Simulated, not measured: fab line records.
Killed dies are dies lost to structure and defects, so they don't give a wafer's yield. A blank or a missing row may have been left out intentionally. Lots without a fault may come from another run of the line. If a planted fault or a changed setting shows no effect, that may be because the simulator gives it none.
fab line records ; flow gf180mcu ; part 1 of 2: steps 1 to 32 of 44
record: lots: 5; wafers: 15; lastDay: 34
route steps=602 shown DUAL_GATE@154 POLY_GATE@157 HV_LDD@176
lots that met no fault: taken from a fault-free run of the same line
startH: start of the lot's first displayed wafer, in hours after the record's first day ; waitH: time in hours since the lot's previous step ; " as in the row above ; L1.1+2: one row covering several wafers at once ; - value missing, or start not given ; * or withheld: withheld ; < > ~ a bound
route shown NAME@n: names a module that has steps shown in the file, with the first one's number in the route ; usual: mean and standard deviation over wafers with no fault ; same: alike in all rows ; chamber/n: place in a boat ; sites: readings site by site ; _std_site: standard deviation of those values ; _edge_site: the outer-site mean with the inner-site mean subtracted ; radiusMm: for every site, how far away it sits from the centre of the wafer ; mask NAME#n: copy n ; behind: the last tool/chamber to shape the wafer ; hold: why the lot was held/for how many hours/how that ended ; device: transistor that didn't switch, given as n, p or np ; end of line: the same wafers' tests at the end of the route ; a step with no rows: only its recipe ; killed: dies that structure and defects cost at the first sort, which is not the same as the wafer's yield ; map: a wafer's dies, x killed, . not, _ none there
set.NAME: the run value of the setting; set.NAME@STEP: its run value at that earlier step ; model.NAME: the simulator's own value behind a step, which no gauge read
a table for each step, a row for each wafer; lots at some steps of the route
services: when a tool's chamber went out of use (startH, in hours from the record's first day, below 0 if earlier), for how many hours, and the reason
== steps ==
step: GF_DUAL_GATE_STRIP_13
recipe: chemistry: O2/N2; powerW: 1400; pressureMtorr: 1500; platenTempC: 250; o2FlowSccm: 3000; n2FlowSccm: 300; overashFraction: 0.5
usual: drypumpMotorCurrentA: 6.0/0.32; heaterPowerW: 343/29; oesProductAu: 0.716/0.0044; platenTempC: 249.99/0.18; stripTimeToEndpointS: 12.64/0.033
lot.wafer;tool;chamber;startH;waitH;drypumpMotorCurrentA;heaterPowerW;oesProductAu;platenTempC;rfHoursCounterH;stripTimeToEndpointS
L078.3;plasmaAsher-02;1;206.19;0.0;6.2;327;0.718;250.07;-;12.64
L078.5;plasmaAsher-02;0;206.19;0.0;6.2;339;0.721;250.00;-;12.63
L078.6;plasmaAsher-02;1;206.19;0.0;6.2;326;0.716;249.97;-;12.63
L080.1;plasmaAsher-03;1;219.89;0.0;6.4;384;0.712;250.01;11;12.71
L080.2;plasmaAsher-03;0;219.89;0.0;5.8;329;0.716;249.75;11;12.68
L080.6;plasmaAsher-03;1;219.89;0.0;6.4;387;0.719;249.96;-;12.67
L088.2;plasmaAsher-02;1;277.11;0.0;6.1;325;0.722;249.95;47;12.64
L088.3;plasmaAsher-02;1;277.11;0.0;6.1;329;0.721;250.41;-;12.70
L088.4;plasmaAsher-02;0;277.11;0.0;6.3;342;0.724;249.72;-;12.63
L092.2;plasmaAsher-03;0;307.61;0.0;5.7;340;0.704;249.89;20;12.67
L092.4;plasmaAsher-03;0;307.61;0.0;5.7;338;0.717;249.67;-;12.68
L092.6;plasmaAsher-03;0;307.61;0.0;5.8;328;0.721;250.11;-;12.67
L093.1;plasmaAsher-01;0;314.79;0.0;5.8;296;0.718;249.80;65;12.61
L093.4;plasmaAsher-01;0;314.79;0.0;5.9;298;0.723;249.91;-;12.62
L093.6;plasmaAsher-01;1;314.79;0.0;5.4;377;0.712;249.94;-;12.64
step: GF_DUAL_GATE_CLEAN_14
recipe: chemistry: SC1/SC2; mix: 1:4:20; tempC: 70; timeS: 150; dry: n2Spin
lot.wafer;tool;chamber;startH;waitH
L078.3+5+6;wetBench-04;3;206.25;0.0
L080.1+2+6;wetBench-01;3;219.99;0.1
L088.2+3+4;wetBench-01;0;277.21;0.1
L092.2+4+6;wetBench-03;0;307.71;0.1
L093.1+4+6;wetBench-04;3;314.89;0.1
step: GF_DUAL_GATE_OXIDATION_15
recipe: tempC: 850; ambient: O2; stabiliseS: 600; purgeS: 300; targetThkA: 70.98; oxTimeS: 1995
lot.wafer;tool;chamber;startH;waitH
L078.3+5+6;furnace-01;0;207.19;0.9
L080.1+2+6;furnace-01;0;220.65;0.6
L088.2+3+4;furnace-01;0;277.27;0.0
L092.2+4+6;furnace-01;0;307.77;0.0
L093.1+4+6;furnace-01;0;322.51;7.6
step: GF_POLY_GATE_CVD_00
recipe: material: poly-Si; targetThkNm: 200; tempC: 620; timeS: 1200; pressureMtorr: 200
lot.wafer;tool;chamber;startH;waitH
L078.3+5+6;lpcvd-01;0;208.74;0.0
L080.1+2+6;lpcvd-01;1;222.21;0.0
L088.2+3+4;lpcvd-01;1;279.04;0.2
L092.2+4+6;lpcvd-02;0;309.32;0.0
L093.1+4+6;lpcvd-02;0;324.07;0.0
step: GF_POLY_GATE_THK_MEAS_01
recipe: reads: poly-Si_of_POLY_GATE_CVD_00
usual: POLY_GATE_CVD_00_THK: 199.2/1.8
lot.wafer;tool;chamber;startH;waitH;POLY_GATE_CVD_00_THK[nm]
L078.3;filmMetro-02;-;210.10;0.0;199.1
L078.5;filmMetro-02;-;210.10;0.0;201.5
L078.6;filmMetro-02;-;210.10;0.0;199.8
L080.1;filmMetro-01;-;223.54;0.0;199.1
L080.2;filmMetro-01;-;223.54;0.0;198.3
L080.6;filmMetro-01;-;223.54;0.0;199.2
L088.2;filmMetro-04;-;280.39;0.0;199.4
L088.3;filmMetro-04;-;280.39;0.0;198.2
L088.4;filmMetro-04;-;280.39;0.0;199.2
L092.2;filmMetro-01;-;310.67;0.0;198.4
L092.4;filmMetro-01;-;310.67;0.0;199.4
L092.6;filmMetro-01;-;310.67;0.0;197.9
L093.1;filmMetro-02;-;326.07;0.0;197.7
L093.4;filmMetro-02;-;326.07;0.0;199.1
L093.6;filmMetro-02;-;326.07;0.0;197.9
step: GF_POLY_GATE_DEHYDRATE_02
recipe: tempC: 200; timeS: 60
lot.wafer;tool;chamber;startH;waitH
L078.3+5+6;lithoTrack-02;0;218.44;8.3
L080.1+2+6;lithoTrack-01;0;232.25;8.7
L088.2+3+4;lithoTrack-01;0;289.73;9.3
L092.2+4+6;lithoTrack-01;0;319.98;9.3
L093.1+4+6;lithoTrack-03;0;334.65;8.6
step: GF_POLY_GATE_HMDS_03
recipe: primeTimeS: 60; primeTempC: 120
lot.wafer;tool;chamber;startH;waitH
L078.3+5+6;lithoTrack-02;0;218.59;0.1
L080.1+2+6;lithoTrack-01;0;232.40;0.1
L088.2+3+4;lithoTrack-01;0;289.88;0.1
L092.2+4+6;lithoTrack-01;0;320.13;0.1
L093.1+4+6;lithoTrack-03;0;334.80;0.1
step: GF_POLY_GATE_COAT_04
recipe: resist: BARC; tempC: withheld; timeS: withheld; spinRpm: withheld; resistThkNm: withheld
lot.wafer;tool;chamber;startH;waitH
L078.3+5+6;lithoTrack-02;0;218.74;0.1
L080.1+2+6;lithoTrack-01;0;232.55;0.1
L088.2+3+4;lithoTrack-01;0;290.03;0.1
L092.2+4+6;lithoTrack-01;0;320.28;0.1
L093.1+4+6;lithoTrack-03;0;334.95;0.1
step: GF_POLY_GATE_COAT_05
recipe: resist: KrF; spinRpm: withheld; resistThkNm: 700
lot.wafer;tool;chamber;startH;waitH
L078.3+5+6;lithoTrack-02;0;-;-
L080.1+2+6;lithoTrack-01;0;-;-
L088.2+3+4;lithoTrack-01;0;-;-
L092.2+4+6;lithoTrack-01;0;-;-
L093.1+4+6;lithoTrack-03;0;-;-
step: GF_POLY_GATE_SOFTBAKE_06
recipe: tempC: 130; timeS: 60; resist: KrF
lot.wafer;tool;chamber;startH;waitH
L078.3+5+6;lithoTrack-02;0;-;-
L080.1+2+6;lithoTrack-01;0;-;-
L088.2+3+4;lithoTrack-01;0;-;-
L092.2+4+6;lithoTrack-01;0;-;-
L093.1+4+6;lithoTrack-03;0;-;-
step: GF_POLY_GATE_EXPOSE_07
recipe: maskId: Poly2; targetCdNm: 280; na: 0.68; sourceShape: conventional; sigmaOuter: 0.6; doseMj: 28
usual: stageVelMmS: 500.00/0.23
same: sigmaOuter: 0.6
lot.wafer;tool;chamber;startH;waitH;mask;stageVelMmS
L078.3;krfScanner-01;0;-;-;Poly2#0;500.46
L078.5;krfScanner-01;0;-;-;Poly2#0;500.33
L078.6;krfScanner-01;0;-;-;Poly2#0;500.46
L080.1;krfScanner-02;0;-;-;Poly2#0;499.81
L080.2;krfScanner-02;0;-;-;Poly2#0;499.78
L080.6;krfScanner-02;0;-;-;Poly2#0;500.15
L088.2;krfScanner-02;0;-;-;Poly2#0;499.90
L088.3;krfScanner-02;0;-;-;Poly2#0;500.07
L088.4;krfScanner-02;0;-;-;Poly2#0;500.03
L092.2;krfScanner-02;0;-;-;Poly2#0;500.35
L092.4;krfScanner-02;0;-;-;Poly2#0;500.31
L092.6;krfScanner-02;0;-;-;Poly2#0;500.02
L093.1;krfScanner-02;0;-;-;Poly2#0;499.32
L093.4;krfScanner-02;0;-;-;Poly2#0;499.68
L093.6;krfScanner-02;0;-;-;Poly2#0;499.88
step: GF_POLY_GATE_PEB_08
recipe: pebTempC: 135; pebTimeS: 90; resist: KrF
lot.wafer;tool;chamber;startH;waitH
L078.3+5+6;lithoTrack-03;0;-;-
L080.1+2+6;lithoTrack-02;0;-;-
L088.2+3+4;lithoTrack-02;0;-;-
L092.2+4+6;lithoTrack-01;0;-;-
L093.1+4+6;lithoTrack-03;0;-;-
step: GF_POLY_GATE_DEVELOP_09
recipe: developTimeS: 60; resist: KrF; devTempC: 21
lot.wafer;tool;chamber;startH;waitH
L078.3+5+6;lithoTrack-03;0;228.15;0.1
L080.1+2+6;lithoTrack-02;0;241.84;0.2
L088.2+3+4;lithoTrack-02;0;299.91;0.2
L092.2+4+6;lithoTrack-01;0;330.68;0.2
L093.1+4+6;lithoTrack-03;0;345.40;0.2
step: GF_POLY_GATE_CD_MEAS_10
recipe: targetCdNm: 280
usual: cdNm: 279.9/1.3
lot.wafer;tool;chamber;startH;waitH;cdNm
L078.3;cdSem-02;-;228.29;0.1;280.3
L078.5;cdSem-02;-;228.29;0.1;280.7
L078.6;cdSem-02;-;228.29;0.1;279.7
L080.1;cdSem-02;-;241.99;0.1;282.1
L080.2;cdSem-02;-;241.99;0.1;281.9
L080.6;cdSem-02;-;241.99;0.1;282.3
L088.2;cdSem-01;-;300.05;0.1;279.4
L088.3;cdSem-01;-;300.05;0.1;279.4
L088.4;cdSem-01;-;300.05;0.1;280.0
L092.2;cdSem-02;-;330.82;0.1;281.1
L092.4;cdSem-02;-;330.82;0.1;281.8
L092.6;cdSem-02;-;330.82;0.1;282.0
L093.1;cdSem-02;-;345.55;0.1;279.5
L093.4;cdSem-02;-;345.55;0.1;280.6
L093.6;cdSem-02;-;345.55;0.1;279.8
step: GF_POLY_GATE_OVL_MEAS_11
usual: POLY_GATE_OVL: -3/6.7
lot.wafer;tool;chamber;startH;waitH;POLY_GATE_OVL[nm]
L078.3;overlay-02;-;228.38;0.1;-8
L078.5;overlay-02;-;228.38;0.1;-2
L078.6;overlay-02;-;228.38;0.1;0
L080.1;overlay-02;-;242.11;0.1;-2
L080.2;overlay-02;-;242.11;0.1;-11
L080.6;overlay-02;-;242.11;0.1;-9
L088.2;overlay-01;-;300.16;0.1;0
L088.3;overlay-01;-;300.16;0.1;-13
L088.4;overlay-01;-;300.16;0.1;-1
L092.2;overlay-01;-;330.93;0.1;2
L092.4;overlay-01;-;330.93;0.1;0
L092.6;overlay-01;-;330.93;0.1;-4
L093.1;overlay-02;-;345.67;0.1;-7
L093.4;overlay-02;-;345.67;0.1;-9
L093.6;overlay-02;-;345.67;0.1;-12
step: GF_POLY_GATE_ETCH_12
recipe: chemistry: N2/H2; targetDepthA: withheld; overetchA: withheld; timeS: withheld; target: BARC; ionEnergyEv: 200; sourceW: 500; biasW: 100; pressureMtorr: 30; n2FlowSccm: 100; h2FlowSccm: 200
usual: drypumpMotorCurrentA: 5.7/0.45; oesProductAu: 0.735/0.0047; throttleValvePct: 13.214/0.0096
lot.wafer;tool;chamber;startH;waitH;drypumpMotorCurrentA;oesProductAu;throttleValvePct
L078.3;rieDiel-04;0;228.40;0.0;6.2;0.735;13.214
L078.5;rieDiel-04;1;228.40;0.0;4.7;0.734;13.216
L078.6;rieDiel-04;0;228.40;0.0;6.2;0.735;13.211
L080.1;rieDiel-01;1;242.14;0.0;5.0;0.740;13.231
L080.2;rieDiel-01;3;242.14;0.0;6.3;0.742;13.199
L080.6;rieDiel-01;2;242.14;0.0;6.5;0.737;13.217
L088.2;rieDiel-03;3;300.19;0.0;5.9;0.732;13.227
L088.3;rieDiel-03;2;300.19;0.0;5.7;0.739;13.218
L088.4;rieDiel-03;0;300.19;0.0;5.6;0.733;13.197
L092.2;rieDiel-01;3;330.96;0.0;6.3;0.734;13.217
L092.4;rieDiel-01;1;330.96;0.0;5.0;0.731;13.210
L092.6;rieDiel-01;0;330.96;0.0;5.6;0.735;13.200
L093.1;rieDiel-01;3;345.70;0.0;6.3;0.731;13.216
L093.4;rieDiel-01;0;345.70;0.0;5.6;0.736;13.212
L093.6;rieDiel-01;1;345.70;0.0;5.0;0.731;13.219
step: GF_POLY_GATE_ETCH_13
recipe: target: poly-Si; targetDepthNm: 198.5; stopOn: SiO2; overEtchFrac: 0.403; chemistry: HBr/Cl2; icpW: 400; biasW: 100; pressureMtorr: 10; HBr_flow_sccm: 150; Cl2_flow_sccm: 50; timeS: 69.6
usual: drypumpMotorCurrentA: 5.3/0.36; oesProductAu: 0.989/0.0065; throttleValvePct: 33.684/0.0093
lot.wafer;tool;chamber;startH;waitH;drypumpMotorCurrentA;oesProductAu;rfHoursCounterH;throttleValvePct
L078.3;rieSi-02;2;228.45;-;5.1;0.992;67;33.691
L078.5;rieSi-02;2;228.45;-;5.1;0.993;-;33.688
L078.6;rieSi-02;3;228.45;-;5.0;0.987;-;33.686
L080.1;rieSi-02;0;242.19;-;5.8;0.985;0;33.673
L080.2;rieSi-02;2;242.19;-;5.0;0.995;68;33.668
L080.6;rieSi-02;2;242.19;-;5.0;0.990;-;33.664
L088.2;rieSi-02;3;300.24;-;5.0;0.991;1;33.673
L088.3;rieSi-02;0;300.24;-;5.7;0.994;1;33.692
L088.4;rieSi-02;2;300.24;-;5.0;0.981;68;33.668
L092.2;rieSi-02;3;331.01;-;5.0;0.989;1;33.701
L092.4;rieSi-02;0;331.01;-;5.7;0.986;1;33.691
L092.6;rieSi-02;3;331.01;-;5.0;0.985;-;33.681
L093.1;rieSi-02;0;345.75;-;5.7;0.988;1;33.671
L093.4;rieSi-02;3;345.75;-;5.0;0.989;2;33.680
L093.6;rieSi-02;2;345.75;-;5.1;0.990;-;33.693
step: GF_POLY_GATE_STRIP_14
recipe: chemistry: O2/N2; powerW: 1400; pressureMtorr: 1500; platenTempC: 250; o2FlowSccm: 3000; n2FlowSccm: 300; overashFraction: 0.5
usual: drypumpMotorCurrentA: 5.96/0.29; heaterPowerW: 332/23; oesProductAu: 0.505/0.0047; platenTempC: 249.98/0.18
lot.wafer;tool;chamber;startH;waitH;drypumpMotorCurrentA;heaterPowerW;oesProductAu;platenTempC;rfHoursCounterH
L078.3;plasmaAsher-01;0;228.54;0.1;5.82;293;0.509;249.91;-
L078.5;plasmaAsher-01;1;228.54;0.1;5.41;369;0.500;249.77;-
L078.6;plasmaAsher-01;0;228.54;0.1;5.83;289;0.510;250.17;-
L080.1;plasmaAsher-04;0;242.25;0.0;5.84;357;0.507;250.06;60
L080.2;plasmaAsher-04;1;242.25;0.0;6.23;318;0.510;250.32;60
L080.6;plasmaAsher-04;0;242.25;0.0;5.84;354;0.505;250.14;-
L088.2;plasmaAsher-01;0;300.30;0.0;5.84;301;0.505;249.64;63
L088.3;plasmaAsher-01;0;300.30;0.0;5.86;303;0.509;249.81;-
L088.4;plasmaAsher-01;1;300.30;0.0;5.42;378;0.502;250.06;-
L092.2;plasmaAsher-04;0;331.07;0.0;5.85;356;0.499;249.94;70
L092.4;plasmaAsher-04;1;331.07;0.0;6.19;315;0.504;250.23;-
L092.6;plasmaAsher-04;0;331.07;0.0;5.85;345;0.505;249.78;-
L093.1;plasmaAsher-02;1;345.81;0.0;6.14;324;0.500;249.84;55
L093.4;plasmaAsher-02;1;345.81;0.0;6.16;331;0.506;250.27;-
L093.6;plasmaAsher-02;1;345.81;0.0;6.14;334;0.503;250.34;-
step: GF_POLY_GATE_CLEAN_15
recipe: chemistry: SC1/SC2; mix: 1:4:20; tempC: 70; timeS: 150; dry: n2Spin
lot.wafer;tool;chamber;startH;waitH
L078.3+5+6;wetBench-01;0;228.61;0.0
L080.1+2+6;wetBench-02;3;242.35;0.1
L088.2+3+4;wetBench-04;2;300.40;0.1
L092.2+4+6;wetBench-01;2;331.17;0.1
L093.1+4+6;wetBench-01;0;345.91;0.1
step: GF_POLY_GATE_OXIDATION_16
recipe: tempC: 850; ambient: O2; stabiliseS: 600; purgeS: 300; targetThkA: 40; oxTimeS: 899
lot.wafer;tool;chamber;startH;waitH
L078.3+5+6;furnace-02;0;228.66;0.0
L080.1+2+6;furnace-01;0;243.25;0.9
L088.2+3+4;furnace-02;0;300.45;0.0
L092.2+4+6;furnace-01;0;333.88;2.7
L093.1+4+6;furnace-01;0;349.17;3.2
step: GF_POLY_GATE_THK_MEAS_17
recipe: reads: SiO2_of_POLY_GATE_OXIDATION_16
usual: POLY_GATE_OXIDATION_THK: 4.02/0.079
lot.wafer;tool;chamber;startH;waitH;POLY_GATE_OXIDATION_THK[nm]
L078.3;filmMetro-01;-;229.93;0.0;3.94
L078.5;filmMetro-01;-;229.93;0.0;3.94
L078.6;filmMetro-01;-;229.93;0.0;3.94
L080.1;filmMetro-04;-;244.50;0.0;4.07
L080.2;filmMetro-04;-;244.50;0.0;4.21
L080.6;filmMetro-04;-;244.50;0.0;4.06
L088.2;filmMetro-04;-;301.71;0.0;3.97
L088.3;filmMetro-04;-;301.71;0.0;4.05
L088.4;filmMetro-04;-;301.71;0.0;4.02
L092.2;filmMetro-01;-;335.18;0.1;3.99
L092.4;filmMetro-01;-;335.18;0.1;4.08
L092.6;filmMetro-01;-;335.18;0.1;4.05
L093.1;filmMetro-02;-;350.42;0.0;4.08
L093.4;filmMetro-02;-;350.42;0.0;4.03
L093.6;filmMetro-02;-;350.42;0.0;4.04
step: GF_POLY_GATE_CD_MEAS_18
usual: cdNm: 280.0/1.9
lot.wafer;tool;chamber;startH;waitH;cdNm
L078.3;cdSem-01;-;230.03;0.1;281.4
L078.5;cdSem-01;-;230.03;0.1;279.8
L078.6;cdSem-01;-;230.03;0.1;281.2
L080.1;cdSem-01;-;244.56;0.1;281.0
L080.2;cdSem-01;-;244.56;0.1;281.8
L080.6;cdSem-01;-;244.56;0.1;282.4
L088.2;cdSem-02;-;301.79;0.1;280.0
L088.3;cdSem-02;-;301.79;0.1;279.7
L088.4;cdSem-02;-;301.79;0.1;280.1
L092.2;cdSem-01;-;335.26;0.1;280.1
L092.4;cdSem-01;-;335.26;0.1;279.8
L092.6;cdSem-01;-;335.26;0.1;283.1
L093.1;cdSem-02;-;350.48;0.1;278.4
L093.4;cdSem-02;-;350.48;0.1;281.1
L093.6;cdSem-02;-;350.48;0.1;280.2
step: GF_HV_LDD_DEHYDRATE_00
recipe: tempC: 200; timeS: 60
lot.wafer;tool;chamber;startH;waitH
L078.3+5+6;lithoTrack-03;0;239.25;9.2
L080.1+2+6;lithoTrack-03;0;253.30;8.7
L088.2+3+4;lithoTrack-01;0;311.28;9.5
L092.2+4+6;lithoTrack-01;0;344.73;9.4
L093.1+4+6;lithoTrack-03;0;359.70;9.2
step: GF_HV_LDD_HMDS_01
recipe: primeTimeS: 60; primeTempC: 120
lot.wafer;tool;chamber;startH;waitH
L078.3+5+6;lithoTrack-03;0;239.40;0.1
L080.1+2+6;lithoTrack-03;0;253.45;0.1
L088.2+3+4;lithoTrack-01;0;311.43;0.1
L092.2+4+6;lithoTrack-01;0;344.88;0.1
L093.1+4+6;lithoTrack-03;0;359.85;0.1
step: GF_HV_LDD_COAT_02
recipe: resist: NOVOLAK; spinRpm: 3000; resistThkNm: 1000
lot.wafer;tool;chamber;startH;waitH
L078.3+5+6;lithoTrack-03;0;239.55;0.1
L080.1+2+6;lithoTrack-03;0;253.60;0.1
L088.2+3+4;lithoTrack-01;0;311.58;0.1
L092.2+4+6;lithoTrack-01;0;345.03;0.1
L093.1+4+6;lithoTrack-03;0;360.00;0.1
step: GF_HV_LDD_SOFTBAKE_03
recipe: tempC: 90; timeS: 60; resist: NOVOLAK
lot.wafer;tool;chamber;startH;waitH
L078.3+5+6;lithoTrack-03;0;239.70;0.1
L080.1+2+6;lithoTrack-03;0;253.75;0.1
L088.2+3+4;lithoTrack-01;0;311.73;0.1
L092.2+4+6;lithoTrack-01;0;345.18;0.1
L093.1+4+6;lithoTrack-03;0;360.15;0.1
step: GF_HV_LDD_EXPOSE_04
recipe: maskId: Nplus_LV_AREA; targetCdNm: 400; na: 0.6; sourceShape: conventional; sigmaOuter: 0.6; doseMj: 140
usual: stageVelMmS: 499.98/0.23
same: sigmaOuter: 0.6
lot.wafer;tool;chamber;startH;waitH;mask;stageVelMmS
L078.3;ilineStepper-02;0;-;-;Nplus_LV_AREA#0;500.25
L078.5;ilineStepper-02;0;-;-;Nplus_LV_AREA#0;500.56
L078.6;ilineStepper-02;0;-;-;Nplus_LV_AREA#0;500.10
L080.1;ilineStepper-01;0;-;-;Nplus_LV_AREA#0;500.12
L080.2;ilineStepper-01;0;-;-;Nplus_LV_AREA#0;500.01
L080.6;ilineStepper-01;0;-;-;Nplus_LV_AREA#0;499.86
L088.2;ilineStepper-02;0;-;-;Nplus_LV_AREA#0;499.80
L088.3;ilineStepper-02;0;-;-;Nplus_LV_AREA#0;499.65
L088.4;ilineStepper-02;0;-;-;Nplus_LV_AREA#0;499.77
L092.2;ilineStepper-02;0;-;-;Nplus_LV_AREA#0;499.78
L092.4;ilineStepper-02;0;-;-;Nplus_LV_AREA#0;499.75
L092.6;ilineStepper-02;0;-;-;Nplus_LV_AREA#0;500.19
L093.1;ilineStepper-01;0;-;-;Nplus_LV_AREA#0;500.11
L093.4;ilineStepper-01;0;-;-;Nplus_LV_AREA#0;500.20
L093.6;ilineStepper-01;0;-;-;Nplus_LV_AREA#0;499.91
step: GF_HV_LDD_PEB_05
recipe: tempC: withheld; timeS: *; resist: NOVOLAK
lot.wafer;tool;chamber;startH;waitH
L078.3+5+6;lithoTrack-01;0;-;-
L080.1+2+6;lithoTrack-03;0;-;-
L088.2+3+4;lithoTrack-04;0;-;-
L092.2+4+6;lithoTrack-04;0;-;-
L093.1+4+6;lithoTrack-01;0;-;-
step: GF_HV_LDD_DEVELOP_06
recipe: developTimeS: 60; devTempC: 23
lot.wafer;tool;chamber;startH;waitH
L078.3+5+6;lithoTrack-01;0;249.05;0.1
L080.1+2+6;lithoTrack-03;0;263.25;0.1
L088.2+3+4;lithoTrack-04;0;321.55;0.1
L092.2+4+6;lithoTrack-04;0;355.90;0.1
L093.1+4+6;lithoTrack-01;0;371.70;0.1
step: GF_HV_LDD_CD_MEAS_07
recipe: targetCdNm: 400
usual: cdNm: 400.8/2.5
lot.wafer;tool;chamber;startH;waitH;cdNm
L078.3;cdSem-02;-;249.19;0.1;400.4
L078.5;cdSem-02;-;249.19;0.1;400.5
L078.6;cdSem-02;-;249.19;0.1;400.5
L080.1;cdSem-02;-;263.40;0.1;402.0
L080.2;cdSem-02;-;263.40;0.1;401.0
L080.6;cdSem-02;-;263.40;0.1;402.3
L088.2;cdSem-02;-;321.69;0.1;404.3
L088.3;cdSem-02;-;321.69;0.1;402.5
L088.4;cdSem-02;-;321.69;0.1;405.3
L092.2;cdSem-02;-;356.04;0.1;401.0
L092.4;cdSem-02;-;356.04;0.1;403.9
L092.6;cdSem-02;-;356.04;0.1;404.2
L093.1;cdSem-01;-;371.85;0.1;401.5
L093.4;cdSem-01;-;371.85;0.1;401.7
L093.6;cdSem-01;-;371.85;0.1;402.3
step: GF_HV_LDD_OVL_MEAS_08
usual: HV_LDD_OVL: 1.7/1.5
lot.wafer;tool;chamber;startH;waitH;HV_LDD_OVL[nm]
L078.3;overlay-02;-;249.29;0.1;4.9
L078.5;overlay-02;-;249.29;0.1;0.9
L078.6;overlay-02;-;249.29;0.1;5.0
L080.1;overlay-01;-;263.52;0.1;0.9
L080.2;overlay-01;-;263.52;0.1;1.6
L080.6;overlay-01;-;263.52;0.1;1.3
L088.2;overlay-02;-;321.80;0.1;2.4
L088.3;overlay-02;-;321.80;0.1;2.1
L088.4;overlay-02;-;321.80;0.1;1.1
L092.2;overlay-01;-;356.15;0.1;1.7
L092.4;overlay-01;-;356.15;0.1;2.5
L092.6;overlay-01;-;356.15;0.1;2.6
L093.1;overlay-01;-;371.97;0.1;-0.6
L093.4;overlay-01;-;371.97;0.1;1.4
L093.6;overlay-01;-;371.97;0.1;0.9
step: GF_HV_LDD_IMPLANT_09
recipe: species: As; energyKev: 40; doseCm2: 1e+14; tiltDeg: 7
lot.wafer;tool;chamber;startH;waitH
L078.3+5+6;implanter-01;0;249.36;0.1
L080.1+2+6;implanter-03;0;263.55;0.0
L088.2+3+4;implanter-03;0;321.85;0.0
L092.2+4+6;implanter-03;0;356.20;0.0
L093.1+4+6;implanter-01;0;372.01;0.0
